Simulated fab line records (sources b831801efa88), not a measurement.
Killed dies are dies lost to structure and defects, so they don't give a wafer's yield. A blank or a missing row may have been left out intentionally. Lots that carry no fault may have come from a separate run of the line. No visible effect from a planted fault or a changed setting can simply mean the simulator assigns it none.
2 desks looking at one fault -- flow sky130 -- each desk has only its own numbers; what lay behind them comes last

AT THE TOOL OWNER'S DESK: implanter-03
For each lot that ran on this tool, the mean over its sampled wafers that have a number, from the tool's own readings at SKY_SD_P_IMPLANT_09. A lot is out of limits, marked OUT, if its mean lies more than 4 standard deviations from the usual mean; the brackets give that distance.
Columns: A = beam energy keV at SKY_SD_P_IMPLANT_09, usual 20.000
lot,first seen here,A
L831,day 26 08:39,19.999
L833,day 27 00:05,20.000
L840,day 30 05:08,19.999
L845,day 31 07:36,18.657 (-99 or more) OUT
L846,day 31 13:08,18.659 (-99 or more) OUT
This desk's verdict: out of limits on L845, L846, starting with L845 at day 31 07:36 (beam energy keV at SKY_SD_P_IMPLANT_09). Within limits: L831, L833, L840.

AT THE METROLOGY DESK
What the gauges read for every lot (on any tool): the sampled wafers with a number, averaged. A lot is out of limits, marked OUT, if its mean lies more than 4 standard deviations from the usual mean; the brackets give that distance.
Columns: A = SD_P_TW at SKY_SD_P_TW_MEAS_11, usual 2839; B = SD_N_OVL at SKY_SD_N_OVL_MEAS_08, usual -0.1 nm; C = SD_P_RS at SKY_SD_N_RS_MEAS_17, usual 147.0 ohm/sq
lot,first seen here,A,B,C
L831,day 26 08:54,2849,0.3,147.0
L833,day 27 00:20,2819,0.4,147.4
L836,day 28 04:28,2846,1.6,146.6
L838,day 29 19:00,2844,-1.2,146.8
L840,day 30 05:23,2846,-0.4,146.7
L845,day 31 07:50,2777 (-4.4) OUT,1.7,152.3 (+15) OUT
L846,day 31 13:22,2775 (-4.6) OUT,-2.4,152.2 (+14) OUT
L847,day 31 20:29,2850,-0.6,146.8
L852,day 33 06:22,2844,0.0,146.8
L853,day 33 15:03,2856,0.5,146.6
This desk's finding: out of limits on L845, L846; first on L845, day 31 07:50 (SD_P_TW at SKY_SD_P_TW_MEAS_11). Within limits: L831, L833, L836, L838, L840, L847, L852, L853.

BROUGHT TOGETHER
The tool owner's desk had the chance to raise an alarm at day 31 07:36 on L845, L846.
An alarm was possible from the metrology desk at day 31 07:50, on L845, L846.
Every lot named ran SKY_SD_P_IMPLANT_09 on implanter-03.

WHAT HAD BEEN PUT IN BY THE SIMULATOR
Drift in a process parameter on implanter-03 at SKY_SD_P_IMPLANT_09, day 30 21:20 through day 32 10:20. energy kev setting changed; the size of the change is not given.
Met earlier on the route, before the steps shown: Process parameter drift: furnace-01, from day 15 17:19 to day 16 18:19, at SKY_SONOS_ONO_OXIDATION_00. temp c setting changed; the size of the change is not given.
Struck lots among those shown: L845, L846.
Time in hours from fault onset to the first out-of-limits reading at each desk: tool owner's desk 10, metrology desk 10.
